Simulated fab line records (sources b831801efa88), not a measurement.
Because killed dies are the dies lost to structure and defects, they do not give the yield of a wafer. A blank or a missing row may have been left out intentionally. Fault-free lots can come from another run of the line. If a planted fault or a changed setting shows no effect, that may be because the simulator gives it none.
fab line records	flow sky130
record lots=5	wafers=15	last-day=50
route steps=708 shown SONOS_ONO@171 GATE_OXIDE@187 POLY_GATE@204 RES_PROTECT@206 SPACER@306 SALICIDE@361 PAD_OPEN@708
lots that met no fault: from a run of the same line without faults
start-h: hours from the record's first day to the start of the lot's first wafer shown	wait-h: hours from the lot's prior step to this one	" identical to the entry in the row above	L1.1+2: a single row standing in for several wafers	- either no value or no given start	* or withheld: withheld	< > ~ a bound
route shown NAME@n: NAME is a module with steps in the file, n the number in the route of the first one	usual: mean/standard deviation taken from wafers without a fault	same: alike in all rows	chamber/n: place in a boat	sites: per-site readings	_std_site: the values' standard deviation	_edge_site: mean of outer sites minus mean of inner sites	radius-mm: for every site, how far away it sits from the centre of the wafer	mask NAME#n: copy n	behind: tool/chamber where the wafer was last shaped	hold: reason for holding the lot/hours on hold/outcome of the hold	device: which transistor (n, p or np) failed to switch	end of line: the same wafers' tests at the end of the route	a step with no rows: only its recipe	killed: count of dies lost to structure and defects at first sort (not the wafer's yield)	map: shows each die of a wafer: x if killed, . if not, _ if none is there
set.NAME: the run value of the setting; set.NAME@STEP: its run value at that earlier step	model.NAME: the simulator's own value behind a step, which no gauge read
lots at some steps of the route; a table a step, a row a wafer
services: a tool's chamber out of use, with start hour (start-h, from the record's first day; less than 0 if before it), hours out, and reason
## steps
# step SKY_SONOS_ONO_THK_MEAS_03
# recipe reads=Si3N4_of_SONOS_ONO_CVD_02
# usual SONOS_ONO_CVD_02_THK=10.51/0.14
lot.wafer	tool	chamber	start-h	wait-h	SONOS_ONO_CVD_02_THK[nm]
L481.1	film-metro-01	-	256.59	0.0	10.56
L481.2	"	-	"	"	10.57
L481.4	"	-	"	"	10.49
L485.1	film-metro-01	-	280.73	0.0	10.46
L485.3	"	-	"	"	10.28
L485.4	"	-	"	"	10.35
L486.2	film-metro-01	-	292.37	0.0	10.46
L486.4	"	-	"	"	10.62
L486.5	"	-	"	"	10.67
L501.2	film-metro-01	-	412.00	0.0	10.57
L501.3	"	-	"	"	10.67
L501.5	"	-	"	"	10.71
L504.2	film-metro-03	-	438.57	0.0	10.49
L504.4	"	-	"	"	10.36
L504.6	"	-	"	"	10.54
# step SKY_SONOS_ONO_CVD_04
# recipe material=SiO2	precursor=SiH4/N2O	target-thk-nm=5.7199	temp-c=900	pressure-mtorr=400
# step SKY_SONOS_ONO_THK_MEAS_05
# recipe reads=SiO2_of_SONOS_ONO_CVD_04
# usual SONOS_ONO_CVD_04_THK=5.75/0.093
lot.wafer	tool	chamber	start-h	wait-h	SONOS_ONO_CVD_04_THK[nm]
L481.1	film-metro-01	-	257.90	0.0	5.94
L481.2	"	-	"	"	5.86
L481.4	"	-	"	"	5.88
L485.1	film-metro-01	-	282.04	0.0	5.65
L485.3	"	-	"	"	5.79
L485.4	"	-	"	"	5.77
L486.2	film-metro-01	-	293.68	0.0	5.76
L486.4	"	-	"	"	5.64
L486.5	"	-	"	"	5.71
L501.2	film-metro-01	-	413.31	0.0	5.66
L501.3	"	-	"	"	5.76
L501.5	"	-	"	"	5.58
L504.2	film-metro-01	-	439.88	0.0	5.75
L504.4	"	-	"	"	5.78
L504.6	"	-	"	"	5.67
# step SKY_SONOS_ONO_DEHYDRATE_06
# recipe temp-c=200	time-s=60
# step SKY_SONOS_ONO_HMDS_07
# recipe prime-time-s=60	prime-temp-c=120
# step SKY_SONOS_ONO_COAT_08
# recipe resist=NOVOLAK	spin-rpm=3000	resist-thk-nm=1140
# step SKY_SONOS_ONO_SOFTBAKE_09
# recipe temp-c=88.76	time-s=60	resist=NOVOLAK
# step SKY_SONOS_ONO_EXPOSE_10
# recipe mask-id=ONOM	target-cd-nm=410	na=0.6	source-shape=conventional	sigma-outer=0.6	dose-mj=150
# step SKY_SONOS_ONO_PEB_11
# recipe temp-c=withheld	time-s=*	resist=NOVOLAK
# step SKY_SONOS_ONO_DEVELOP_12
# recipe develop-time-s=60	dev-temp-c=23
# step SKY_SONOS_ONO_CD_MEAS_13
# recipe target-cd-nm=410
# usual cd-nm=409.6/2
lot.wafer	tool	chamber	start-h	wait-h	cd-nm
L481.1	cd-sem-01	-	281.80	0.1	409.2
L481.2	"	-	"	"	410.8
L481.4	"	-	"	"	409.9
L485.1	cd-sem-01	-	307.30	0.1	407.7
L485.3	"	-	"	"	407.4
L485.4	"	-	"	"	410.0
L486.2	cd-sem-01	-	319.86	0.1	408.3
L486.4	"	-	"	"	408.1
L486.5	"	-	"	"	408.2
L501.2	cd-sem-01	-	443.21	0.1	407.0
L501.3	"	-	"	"	407.4
L501.5	"	-	"	"	405.7
L504.2	cd-sem-01	-	470.91	0.1	410.7
L504.4	"	-	"	"	405.4
L504.6	"	-	"	"	411.6
# step SKY_SONOS_ONO_OVL_MEAS_14
# usual SONOS_ONO_OVL=-0.1/1.2
lot.wafer	tool	chamber	start-h	wait-h	SONOS_ONO_OVL[nm]
L481.1	overlay-01	-	281.92	0.1	0.3
L481.2	"	-	"	"	-0.1
L481.4	"	-	"	"	1.3
L485.1	overlay-02	-	307.42	0.1	1.6
L485.3	"	-	"	"	1.2
L485.4	"	-	"	"	0.1
L486.2	overlay-02	-	319.96	0.1	-0.7
L486.4	"	-	"	"	1.2
L486.5	"	-	"	"	0.5
L501.2	overlay-02	-	443.32	0.1	0.6
L501.3	"	-	"	"	0.9
L501.5	"	-	"	"	2.8
L504.2	overlay-01	-	471.01	0.1	0.7
L504.4	"	-	"	"	0.0
L504.6	"	-	"	"	0.7
# step SKY_SONOS_ONO_ETCH_15
# recipe target-depth-nm=19.52	chemistry=CHF3/O2	source-w=600	bias-w=200	pressure-mtorr=40	chf3-flow-sccm=50	O2_flow_sccm=5	time-s=7.8
# usual drypump-motor-current-A=5.9/0.45	oes-product-au=1.000/0.0096	throttle-valve-pct=8.826/0.009
lot.wafer	tool	chamber	start-h	wait-h	drypump-motor-current-A	oes-product-au	rf-hours-counter-h	throttle-valve-pct	model.etch.depth-nm	model.SONOS_ONO.feature-depth-nm	model.NOVOLAK_of_SONOS_ONO_COAT_08.thk-nm
L481.1	rie-diel-03	0	281.95	0.0	5.8	1.001	6	8.822	19.83	19.83	1128
L481.2	"	2	"	"	5.6	1.019	96	8.827	20.21	20.21	1124
L481.4	"	3	"	"	5.9	1.013	4	8.828	19.85	19.85	1126
L485.1	rie-diel-01	3	307.45	0.0	5.7	0.984	119	8.829	19.24	19.24	1124
L485.3	"	0	"	"	5.3	0.993	9	8.826	19.4	19.4	1129
L485.4	"	1	"	"	6.8	0.987	43	8.828	19.31	19.31	1125
L486.2	rie-diel-02	0	319.99	0.0	6.2	0.982	3	8.812	19.08	19.08	1128
L486.4	"	3	"	"	5.2	0.988	86	8.827	19.29	19.29	1123
L486.5	"	3	"	"	5.2	1.001	-	8.802	19.46	19.46	1129
L501.2	rie-diel-02	3	443.35	0.0	5.1	1.003	89	8.831	19.46	19.46	1126
L501.3	"	0	"	"	6.2	0.991	5	8.837	30.04	30.04	1116
L501.5	"	3	"	"	5.1	1.001	-	8.822	19.52	19.52	1128
L504.2	rie-diel-03	0	471.04	0.0	5.8	1.013	10	8.841	19.86	19.86	1130
L504.4	"	1	"	"	6.3	0.996	-	8.816	19.48	19.48	1130
L504.6	"	3	"	"	5.9	1.014	-	8.843	19.86	19.86	1126
# step SKY_SONOS_ONO_WET_ETCH_16
# recipe chemistry=dHF	target-depth-nm=14	dry=n2-spin	target=SiO2	dilution=100:1	temp-c=25	time-s=280
# step SKY_SONOS_ONO_STRIP_17
# recipe chemistry=O2/N2	power-w=1400	pressure-mtorr=1500	platen-temp-c=withheld	o2-flow-sccm=3000	n2-flow-sccm=300	overash-fraction=0.5
# usual drypump-motor-current-A=5.6/0.3	oes-product-au=0.710/0.0049	strip-time-to-endpoint-s=14.13/0.035
# same overash-fraction=0.5
lot.wafer	tool	chamber	start-h	wait-h	drypump-motor-current-A	oes-product-au	rf-hours-counter-h	strip-time-to-endpoint-s
L481.1	plasma-asher-02	1	282.07	0.0	5.6	0.703	61	14.16
L481.2	"	0	"	"	5.6	0.711	61	14.11
L481.4	"	1	"	"	5.6	0.722	-	14.12
L485.1	plasma-asher-04	0	307.57	0.0	5.0	0.721	50	14.10
L485.3	"	0	"	"	5.0	0.714	-	14.16
L485.4	"	1	"	"	5.4	0.712	-	14.12
L486.2	plasma-asher-01	0	320.10	0.0	5.7	0.708	21	14.14
L486.4	"	0	"	"	5.8	0.713	-	14.10
L486.5	"	0	"	"	5.7	0.712	-	14.16
L501.2	plasma-asher-01	0	443.46	0.0	5.8	0.707	33	14.13
L501.3	"	0	"	"	5.7	0.702	-	14.00
L501.5	"	1	"	"	5.9	0.715	-	14.14
L504.2	plasma-asher-04	1	471.15	0.0	5.4	0.706	66	14.16
L504.4	"	1	"	"	5.4	0.709	-	14.18
L504.6	"	1	"	"	5.4	0.710	-	14.12
# step SKY_SONOS_ONO_WET_ETCH_18
# recipe chemistry=H3PO4	target-depth-nm=15	target=Si3N4	temp-c=160	time-s=172
# step SKY_GATE_OXIDE_CLEAN_00
# recipe chemistry=SC1/SC2	mix=1:4:20	temp-c=70	time-s=150	dry=n2-spin
# step SKY_GATE_OXIDE_OXIDATION_01
# recipe temp-c=900	ambient=O2	stabilise-s=600	purge-s=300	target-thk-a=102.68	ox-time-s=1473
# step SKY_GATE_OXIDE_THK_MEAS_02
# recipe reads=SiO2_of_GATE_OXIDE_OXIDATION_01
# usual GATE_OXIDE_OXIDATION_00_THK=10.26/0.21
lot.wafer	tool	chamber	start-h	wait-h	GATE_OXIDE_OXIDATION_00_THK[nm]
L481.1	film-metro-03	-	285.29	0.0	10.28
L481.2	"	-	"	"	10.09
L481.4	"	-	"	"	10.32
L485.1	film-metro-04	-	309.26	0.0	10.08
L485.3	"	-	"	"	10.31
L485.4	"	-	"	"	10.03
L486.2	film-metro-03	-	322.41	0.0	10.36
L486.4	"	-	"	"	10.20
L486.5	"	-	"	"	10.32
L501.2	film-metro-03	-	445.08	0.0	10.54
L501.3	"	-	"	"	10.50
L501.5	"	-	"	"	10.40
L504.2	film-metro-02	-	473.51	0.0	10.28
L504.4	"	-	"	"	10.17
L504.6	"	-	"	"	10.36
# step SKY_GATE_OXIDE_DEHYDRATE_03
# recipe temp-c=200	time-s=60
# step SKY_GATE_OXIDE_HMDS_04
# recipe prime-time-s=60	prime-temp-c=120
# step SKY_GATE_OXIDE_COAT_05
# recipe resist=NOVOLAK	spin-rpm=3000	resist-thk-nm=1140
# step SKY_GATE_OXIDE_SOFTBAKE_06
# recipe temp-c=90	time-s=60	resist=NOVOLAK
# step SKY_GATE_OXIDE_EXPOSE_07
# recipe mask-id=LVOM	na=0.6	source-shape=conventional	sigma-outer=0.6	polarization=unpolarized	target-cd-nm=600	dose-mj=170
# step SKY_GATE_OXIDE_PEB_08
# recipe temp-c=withheld	time-s=*	resist=NOVOLAK
# step SKY_GATE_OXIDE_DEVELOP_09
# recipe resist=NOVOLAK	developer=TMAH	develop-time-s=60	dev-temp-c=23
# step SKY_GATE_OXIDE_OVL_MEAS_10
# usual GATE_OXIDE_OVL=1.3/1.2
lot.wafer	tool	chamber	start-h	wait-h	GATE_OXIDE_OVL[nm]
L481.1	overlay-01	-	310.57	0.1	1.8
L481.2	"	-	"	"	-0.2
L481.4	"	-	"	"	2.7
L485.1	overlay-02	-	334.84	0.1	0.0
L485.3	"	-	"	"	1.8
L485.4	"	-	"	"	2.6
L486.2	overlay-01	-	348.75	0.1	1.2
L486.4	"	-	"	"	2.1
L486.5	"	-	"	"	2.1
L501.2	overlay-01	-	475.15	0.1	-0.2
L501.3	"	-	"	"	-0.3
L501.5	"	-	"	"	1.7
L504.2	overlay-01	-	503.79	0.1	0.2
L504.4	"	-	"	"	2.4
L504.6	"	-	"	"	0.5
# step SKY_GATE_OXIDE_IMPLANT_11
# recipe species=B	energy-kev=10	dose-cm2=2.6e+12	tilt-deg=withheld
# step SKY_GATE_OXIDE_WET_ETCH_12
# recipe chemistry=dHF	target-depth-nm=16.8	dry=n2-spin	target=SiO2	dilution=100:1	temp-c=25	time-s=336
# step SKY_GATE_OXIDE_STRIP_13
# recipe chemistry=O2/N2	power-w=1400	pressure-mtorr=1500	platen-temp-c=withheld	o2-flow-sccm=3000	n2-flow-sccm=300	overash-fraction=0.5
# usual drypump-motor-current-A=5.6/0.46	oes-product-au=0.715/0.0052	strip-time-to-endpoint-s=14.17/0.049
# same overash-fraction=0.5
lot.wafer	tool	chamber	start-h	wait-h	drypump-motor-current-A	oes-product-au	rf-hours-counter-h	strip-time-to-endpoint-s
L481.1	plasma-asher-02	0	310.86	0.0	5.5	0.721	64	14.20
L481.2	"	1	"	"	5.5	0.708	64	14.15
L481.4	"	0	"	"	5.5	0.717	-	14.18
L485.1	plasma-asher-03	1	335.13	0.0	6.4	0.722	61	14.15
L485.3	"	1	"	"	6.4	0.716	-	14.12
L485.4	"	0	"	"	6.1	0.724	-	14.12
L486.2	plasma-asher-03	0	349.03	0.0	6.1	0.719	63	14.16
L486.4	"	1	"	"	6.4	0.720	-	14.17
L486.5	"	1	"	"	6.4	0.719	-	14.18
L501.2	plasma-asher-02	0	475.43	0.0	5.5	0.717	4	14.19
L501.3	"	0	"	"	5.5	0.711	-	14.13
L501.5	"	1	"	"	5.6	0.725	-	14.23
L504.2	plasma-asher-04	1	504.07	0.0	5.5	0.719	70	14.18
L504.4	"	0	"	"	5.0	0.712	-	14.20
L504.6	"	0	"	"	5.0	0.712	-	14.19
# step SKY_GATE_OXIDE_TW_MEAS_14
# usual GATE_OXIDE_TW=222.8/2.3
lot.wafer	tool	chamber	start-h	wait-h	GATE_OXIDE_TW
L481.1	film-metro-04	-	310.96	0.1	224.7
L481.2	"	-	"	"	225.3
L481.4	"	-	"	"	225.5
L485.1	film-metro-04	-	335.23	0.1	226.0
L485.3	"	-	"	"	225.9
L485.4	"	-	"	"	225.6
L486.2	film-metro-03	-	349.14	0.1	223.6
L486.4	"	-	"	"	223.4
L486.5	"	-	"	"	223.7
L501.2	film-metro-03	-	475.54	0.1	222.5
L501.3	"	-	"	"	223.5
L501.5	"	-	"	"	222.5
L504.2	film-metro-03	-	504.18	0.1	223.0
L504.4	"	-	"	"	222.5
L504.6	"	-	"	"	222.2
# step SKY_GATE_OXIDE_CLEAN_15
# recipe chemistry=SC1/SC2	mix=1:4:20	temp-c=70	time-s=150	dry=n2-spin
# step SKY_GATE_OXIDE_OXIDATION_16
# recipe temp-c=800	ambient=O2	idle-temp-c=700	ramp-up-c-per-min=10	ramp-down-c-per-min=3	stabilise-s=600	purge-s=300	target-thk-a=35.7	ox-time-s=1915
# step SKY_POLY_GATE_CVD_00
# recipe material=poly-Si	target-thk-nm=180	temp-c=620	time-s=720	pressure-mtorr=200
# step SKY_POLY_GATE_THK_MEAS_01
# recipe reads=poly-Si_of_POLY_GATE_CVD_00
# usual POLY_GATE_CVD_00_THK=180.5/1.1
lot.wafer	tool	chamber	start-h	wait-h	POLY_GATE_CVD_00_THK[nm]
L481.1	film-metro-04	-	314.87	0.0	179.2
L481.2	"	-	"	"	179.8
L481.4	"	-	"	"	180.2
L485.1	film-metro-01	-	339.48	0.0	182.0
L485.3	"	-	"	"	181.7
L485.4	"	-	"	"	181.5
L486.2	film-metro-04	-	351.98	0.0	182.4
L486.4	"	-	"	"	183.2
L486.5	"	-	"	"	181.5
L501.2	film-metro-01	-	478.38	0.0	181.8
L501.3	"	-	"	"	180.5
L501.5	"	-	"	"	181.7
L504.2	film-metro-02	-	507.02	0.0	181.8
L504.4	"	-	"	"	180.8
L504.6	"	-	"	"	181.5
# step SKY_RES_PROTECT_DEHYDRATE_00
# recipe temp-c=200	time-s=60
# step SKY_RES_PROTECT_HMDS_01
# recipe prime-time-s=60	prime-temp-c=120
# step SKY_RES_PROTECT_COAT_02
# recipe resist=NOVOLAK	spin-rpm=3000	resist-thk-nm=1140
# step SKY_RES_PROTECT_SOFTBAKE_03
# recipe temp-c=90	time-s=62.71	resist=NOVOLAK
# usual heater-power-total-W=56.72/0.053	plate-sensor-t-centre-C=90.756/0.01	plate-sensor-t-edge-C=90.829/0.0089
lot.wafer	tool	chamber	start-h	wait-h	heater-power-total-W	plate-sensor-t-centre-C	plate-sensor-t-edge-C
L481.1	litho-track-01	0	327.80	0.1	56.68	90.758	90.82
L481.2	"	0	"	"	56.78	90.748	90.852
L481.4	"	0	"	"	56.78	90.774	90.817
L485.1	litho-track-03	0	353.59	0.1	56.70	90.757	90.82
L485.3	"	0	"	"	56.68	90.762	90.839
L485.4	"	0	"	"	56.67	90.771	90.842
L486.2	litho-track-01	0	365.82	0.1	56.77	90.747	90.826
L486.4	"	0	"	"	56.74	90.757	90.836
L486.5	"	0	"	"	56.73	90.766	90.839
L501.2	litho-track-01	0	494.22	0.1	56.69	90.768	90.809
L501.3	"	0	"	"	56.71	90.772	90.831
L501.5	"	0	"	"	56.75	90.745	90.838
L504.2	litho-track-04	0	521.24	0.1	56.71	90.776	90.834
L504.4	"	0	"	"	56.77	90.748	90.822
L504.6	"	0	"	"	56.64	90.751	90.821
# step SKY_RES_PROTECT_EXPOSE_04
# recipe mask-id=RPM	na=0.6	source-shape=conventional	sigma-outer=0.6	polarization=unpolarized	target-cd-nm=1270	dose-mj=131
# step SKY_RES_PROTECT_PEB_05
# recipe temp-c=withheld	time-s=*	resist=NOVOLAK
# step SKY_RES_PROTECT_DEVELOP_06
# recipe resist=NOVOLAK	developer=TMAH	develop-time-s=60	dev-temp-c=23
# step SKY_SPACER_ETCHBACK_02
# recipe chemistry=CH3F/O2	target=Si3N4	stop-on=SiO2	source-w=400	bias-w=80	pressure-mtorr=25	ch3f-flow-sccm=40	O2_flow_sccm=30	time-s=46.7	target-depth-a=450
# usual drypump-motor-current-A=6.0/0.5	oes-product-au=0.853/0.0065	throttle-valve-pct=10.562/0.0085
lot.wafer	tool	chamber	start-h	wait-h	drypump-motor-current-A	oes-product-au	rf-hours-counter-h	throttle-valve-pct	model.SiO2_of_FIELD_ISO_CVD_24.thk-nm
L481.1	rie-diel-04	2	526.80	0.1	6.3	0.861	35	10.552	359.7
L481.2	"	0	"	"	5.9	0.851	9	10.558	358.6
L481.4	"	3	"	"	5.2	0.857	59	10.566	360
L485.1	rie-diel-04	1	563.20	0.1	6.5	0.863	39	10.560	359.5
L485.3	"	2	"	"	6.3	0.859	35	10.557	359.1
L485.4	"	3	"	"	5.2	0.852	59	10.569	359.6
L486.2	rie-diel-02	2	570.45	0.0	5.9	0.848	13	10.561	358.4
L486.4	"	0	"	"	6.2	0.849	-	10.562	358.8
L486.5	"	0	"	"	6.2	0.858	-	10.566	357.5
L501.2	rie-diel-04	1	692.58	0.0	6.5	0.853	42	10.578	359.9
L501.3	"	2	"	"	6.3	0.856	38	10.561	356.9
L501.5	"	1	"	"	6.5	0.863	-	10.564	358.7
L504.2	rie-diel-01	3	717.16	0.0	5.7	0.856	5	10.542	360.6
L504.4	"	0	"	"	5.3	0.859	-	10.567	362.8
L504.6	"	3	"	"	5.7	0.852	-	10.552	362.2
# step SKY_SALICIDE_CLEAN_00
# recipe chemistry=HF-last	time-s=30	dilution=100:1	dry=ipa-marangoni
lot.wafer	tool	chamber	start-h	wait-h	model.SiO2_of_FIELD_ISO_CVD_24.thk-nm
L481.1	wet-bench-01	1	646.39	0.1	357.6
L481.2	"	1	"	"	356.4
L481.4	"	1	"	"	357.8
L485.1	wet-bench-03	2	682.43	0.1	357.3
L485.3	"	2	"	"	357
L485.4	"	2	"	"	357.5
L486.2	wet-bench-04	3	687.89	0.1	356.2
L486.4	"	3	"	"	356.6
L486.5	"	3	"	"	355.4
L501.2	wet-bench-03	2	802.64	0.1	357.7
L501.3	"	2	"	"	354.8
L501.5	"	2	"	"	356.5
L504.2	wet-bench-04	2	826.09	0.1	358.5
L504.4	"	2	"	"	360.6
L504.6	"	2	"	"	360.1
# step SKY_PAD_OPEN_PROBE_99
# usual killed_at_M0_to_M3=43/7.3	killed_at_M4_up=3.1/1.8	killed-at-contacts=24/5.4	killed-at-front-end=15/4.1	killed-at-other=0.2/0.52	killed-dies=86/10	killed-open=47/7.3	killed-short=39/6.4
# same gross-dies=492	killed-at-back-side=0
lot.wafer	tool	chamber	start-h	wait-h	killed_at_M0_to_M3	killed_at_M4_up	killed-at-contacts	killed-at-front-end	killed-at-other	killed-dies	killed-open	killed-short	model.etest.cap-poly-to-well.c-af-um2
L481.1	prober-01	-	1074.88	0.1	41	2	28	15	1	87	46	41	94.29
L481.2	prober-01	-	1074.93	0.1	40	3	25	7	0	75	50	25	96.79
L481.4	prober-01	-	1075.03	0.2	44	1	15	14	0	74	33	40	94.04
L485.1	prober-01	-	1101.37	0.1	41	1	24	12	0	78	41	37	95.93
L485.3	prober-01	-	1101.47	0.2	48	2	26	19	0	95	55	39	94.12
L485.4	prober-01	-	1101.52	0.2	54	3	20	11	1	89	48	41	96.56
L486.2	prober-02	-	1104.36	0.1	43	7	24	21	0	95	55	39	94.17
L486.4	prober-02	-	1104.46	0.2	44	5	16	18	1	84	45	39	96.54
L486.5	prober-02	-	1104.51	0.2	31	1	24	15	0	71	37	34	95.28
L501.2	prober-01	-	1185.18	0.1	40	0	19	14	0	73	40	33	95.15
L501.3	prober-01	-	1185.23	0.2	51	4	30	11	0	96	57	39	99.19
L501.5	prober-01	-	1185.33	0.2	45	4	22	13	0	84	40	44	96.62
L504.2	prober-02	-	1195.56	0.1	41	1	21	9	2	74	36	38	95.69
L504.4	prober-02	-	1195.66	0.2	42	2	19	9	0	72	39	33	92.91
L504.6	prober-02	-	1195.76	0.2	40	3	28	14	0	85	47	38	95.16
# killed by level:class
L481.1 CONTACT:geometric-particle:open=12 VIA1:geometric-particle:short=9 VIA1:geometric-particle:open=9 VIA2:geometric-particle:open=8 CONTACT:geometric-particle:short=8 METAL1:geometric-particle:short=5 FIELD_ISO:geometric-particle:open=4 FIELD_ISO:geometric-particle:short=3
L481.2 CONTACT:geometric-particle:open=11 VIA1:geometric-particle:open=11 VIA1:geometric-particle:short=8 LI_CONTACT:geometric-particle:open=8 VIA2:geometric-particle:open=6 METAL2:geometric-particle:short=4 VIA3:geometric-particle:open=4 METAL3:geometric-particle:short=3
L481.4 VIA1:geometric-particle:short=8 METAL2:geometric-particle:short=8 VIA1:geometric-particle:open=7 LI_CONTACT:geometric-particle:open=6 METAL1:geometric-particle:open=5 METAL3:geometric-particle:short=4 CONTACT:geometric-particle:short=4 FIELD_ISO:geometric-particle:short=3
L485.1 LI_CONTACT:geometric-particle:open=9 CONTACT:geometric-particle:open=9 VIA1:geometric-particle:open=8 METAL1:geometric-particle:short=6 METAL2:geometric-particle:short=6 VIA3:geometric-particle:open=5 FIELD_ISO:geometric-particle:short=4 VIA2:geometric-particle:open=4
L485.3 CONTACT:geometric-particle:open=14 VIA1:geometric-particle:open=12 VIA2:geometric-particle:open=8 LI_CONTACT:geometric-particle:open=7 VIA3:geometric-particle:short=6 METAL1:geometric-particle:short=5 POLY_GATE:geometric-particle:short=4 FIELD_ISO:geometric-particle:short=3
L485.4 VIA1:geometric-particle:open=16 CONTACT:geometric-particle:open=10 VIA3:geometric-particle:open=8 METAL1:geometric-particle:short=6 VIA1:geometric-particle:short=5 METAL2:geometric-particle:short=5 VIA3:geometric-particle:short=5 LI_CONTACT:geometric-particle:open=4
L486.2 VIA1:geometric-particle:open=12 LI_CONTACT:geometric-particle:open=9 CONTACT:geometric-particle:open=9 FIELD_ISO:geometric-particle:open=8 METAL2:geometric-particle:short=8 VIA3:geometric-particle:open=6 METAL4:geometric-particle:short=5 FIELD_ISO:geometric-particle:short=4
L486.4 VIA1:geometric-particle:open=13 VIA3:geometric-particle:open=8 METAL1:geometric-particle:short=6 CONTACT:geometric-particle:open=6 FIELD_ISO:geometric-particle:short=5 LI_CONTACT:geometric-particle:open=4 VIA1:geometric-particle:short=4 VIA2:geometric-particle:open=4
L486.5 CONTACT:geometric-particle:open=11 LI_CONTACT:geometric-particle:open=7 VIA1:geometric-particle:open=7 METAL2:geometric-particle:short=6 POLY_GATE:geometric-particle:open=4 METAL3:geometric-particle:short=4 METAL1:geometric-particle:short=4 FIELD_ISO:geometric-particle:open=3
L501.2 VIA2:geometric-particle:open=11 VIA1:geometric-particle:open=10 FIELD_ISO:geometric-particle:open=6 LI_CONTACT:geometric-particle:open=5 LOCAL_INTERCONNECT:geometric-particle:short=5 VIA1:geometric-particle:short=5 METAL2:geometric-particle:short=5 METAL1:geometric-particle:short=4
L501.3 VIA3:geometric-particle:open=14 CONTACT:geometric-particle:open=11 LI_CONTACT:geometric-particle:open=8 VIA1:geometric-particle:open=8 VIA2:geometric-particle:open=8 METAL2:geometric-particle:short=7 CONTACT:geometric-particle:short=4 LOCAL_INTERCONNECT:geometric-particle:short=4
L501.5 METAL1:geometric-particle:short=8 METAL2:geometric-particle:short=8 LI_CONTACT:geometric-particle:open=7 VIA1:geometric-particle:open=7 VIA2:geometric-particle:open=6 CONTACT:geometric-particle:open=5 CONTACT:geometric-particle:short=5 FIELD_ISO:geometric-particle:short=4
L504.2 LI_CONTACT:geometric-particle:open=9 CONTACT:geometric-particle:open=8 METAL1:geometric-particle:short=8 VIA1:geometric-particle:open=5 VIA1:geometric-particle:short=5 METAL3:geometric-particle:short=5 FIELD_ISO:geometric-particle:short=3 VIA3:geometric-particle:open=3
L504.4 VIA2:geometric-particle:open=10 VIA1:geometric-particle:open=9 CONTACT:geometric-particle:open=6 METAL2:geometric-particle:short=6 METAL3:geometric-particle:short=4 FIELD_ISO:geometric-particle:short=4 VIA2:geometric-particle:short=4 CONTACT:geometric-particle:short=4
L504.6 CONTACT:geometric-particle:open=12 VIA2:geometric-particle:open=10 LI_CONTACT:geometric-particle:open=7 VIA1:geometric-particle:open=7 CONTACT:geometric-particle:short=5 METAL2:geometric-particle:short=5 FIELD_ISO:geometric-particle:short=4 METAL1:geometric-particle:short=4
## services
tool	chamber	start-h	hours	kind
rie-diel-04	3	279.09	3.1	repair
plasma-asher-04	-	285.30	14.6	pm
rie-diel-02	0	287.14	6.0	repair
plasma-asher-02	-	311.08	0.5	repair
rie-diel-02	3	343.94	1.7	repair
rie-diel-04	0	368.76	1.4	repair
rie-diel-02	-	374.27	0.2	repair
rie-diel-04	2	380.20	5.4	repair
rie-diel-04	2	403.37	9.3	repair
plasma-asher-02	-	421.28	9.0	pm
rie-diel-02	2	431.39	5.6	repair
plasma-asher-02	-	438.27	1.1	repair
plasma-asher-02	-	449.94	0.5	repair
rie-diel-02	0	454.12	8.2	repair
rie-diel-02	2	460.60	13.2	repair
rie-diel-02	3	468.56	12.7	repair
rie-diel-04	1	483.59	7.1	repair
plasma-asher-02	-	487.05	55.4	repair
rie-diel-04	0	490.33	7.0	repair
rie-diel-04	0	511.23	1.3	repair
rie-diel-02	0	515.72	7.7	repair
rie-diel-02	1	563.98	8.9	repair
rie-diel-02	3	566.14	76.6	repair
rie-diel-02	2	575.67	2.5	repair
## key
first-sign step=SKY_SONOS_ONO_STRIP_17	reading=strip-time-to-endpoint-s	direction=down	sigmas=3.7	usual=*	struck=*
effect none on later readings
model-effect step=SKY_SONOS_ONO_ETCH_15	value=etch.depth-nm	without=19.43	struck=30.04
model-effect step=SKY_SPACER_ETCHBACK_02	value=SiO2_of_FIELD_ISO_CVD_24.thk-nm	without=358.7	struck=356.9
model-effect step=SKY_SALICIDE_CLEAN_00	value=SiO2_of_FIELD_ISO_CVD_24.thk-nm	without=356.6	struck=354.8
model-effect step=SKY_PAD_OPEN_PROBE_99	value=etest.cap-poly-to-well.c-af-um2	without=96.25	struck=99.19
met-at SKY_SONOS_ONO_ETCH_15
struck-wafers L501.3
tester-left-out L501
onset-between 319.99 443.35
fault kind=process-parameter-drift	tool=rie-diel-02	chamber=0	onset-h=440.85	steps=SKY_SONOS_ONO_ETCH_15	channel=time-s	offset=*	shape=step	end-h=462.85	acts-in=*	stated=*
# tester-left-out: of these lots the tester's yield and bins aren't shown, on N5 and GAA mostly nor the transistor test; their killed dies are dies lost to structure and defects alone, not to doping, threshold or leakage, so they don't give the yield
